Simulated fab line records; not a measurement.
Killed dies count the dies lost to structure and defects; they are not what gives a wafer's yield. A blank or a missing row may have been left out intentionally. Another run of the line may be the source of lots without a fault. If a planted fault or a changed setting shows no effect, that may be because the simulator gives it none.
Code-filled problem report in 8D (eight disciplines) form + flow sky130 + the parts of the form that need people (team, actions taken, sign-off) are left out

## 1. PROBLEM STATEMENT
Mean of runLengthS at SKY_VIA4_SOFTBAKE_07: 104.97 s across 6 wafers in 2 lots; on wafers with no fault it is 89.01 s (standard deviation 0.13). That is +99 or more standard deviations from the usual mean.
The step: time 60 s.
Seen first at day 47 05:05 on lithoTrack-02, wafer L942.3. At this step, 33 wafers from 11 lots have a number in the record. Rule for "out" (also "out of limits"): further than 4 standard deviations from the usual mean. The rest of the wafers with a number are treated as sound.

## 2. WHAT THIS IS AND IS NOT
| question                    | is                     | is not                                                                                 |
|-----------------------------|------------------------|----------------------------------------------------------------------------------------|
| which readings at this step | runLengthS             | exhaustPa, plateTempC                                                                  |
| which lots                  | L942, L943             | L926, L929, L931, L936, L940, L944, L946, L947, L948                                   |
| which wafers of those lots  | all that have a number | -                                                                                      |
| read on which tools         | lithoTrack-02          | lithoTrack-01, lithoTrack-04                                                           |
| when                        | from day 47 05:05      | up to then (15 sound wafers); but 12 sound wafers of L944, L946, L947, L948 came after |

## 3. WHAT RULES OUT EACH SUSPECT
Counting: any tool at a process step up to the reading is kept as a suspect provided that every lot that is out went through it and no sound lot did after the first of them.
- lithoTrack-02 at SKY_VIA4_SOFTBAKE_07 (time 60 s): kept. All lots that are out passed through it, beginning with L942 at day 47 05:05, and no sound lot followed; its final sound lot before that point was L940 at day 47 00:17. Its own readings are out on those wafers: runLengthS.
Remaining after the count: lithoTrack-02 at SKY_VIA4_SOFTBAKE_07.

## 4. THE CAUSE (what the simulator had put in)
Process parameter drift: lithoTrack-02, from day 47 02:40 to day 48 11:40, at SKY_VIA4_SOFTBAKE_07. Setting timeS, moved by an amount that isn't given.
Counting left only this tool.

## 5. THE EFFECT CHAIN, in route order
Each row: a reading whose mean over the struck wafers that have a number lies more than 3 standard deviations from the usual. Only readings for which the record gives a usual standard deviation are gone through. hours: the time from each lot's start at the first step in this table that gives one to its start at this step, as a median over the lots. sigmas: the change in usual standard deviations.
| hours | step                 | reading    | usual   | on struck wafers | change | sigmas      |
|-------|----------------------|------------|---------|------------------|--------|-------------|
| 0     | SKY_VIA4_SOFTBAKE_07 | runLengthS | 89.01 s | 104.97           | +15.96 | +99 or more |
Its process steps:
- SKY_VIA4_SOFTBAKE_07: time 60 s.
At these later measuring or inspecting steps, every struck wafer for which the step has a row has a number for every such reading, and none has moved that far: SKY_VIA4_OVL_MEAS_11.

## 6. WHAT WOULD HAVE CAUGHT IT SOONER
First out-of-limits reading in this record: day 47 05:05, which is 2 hours after fault onset at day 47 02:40.
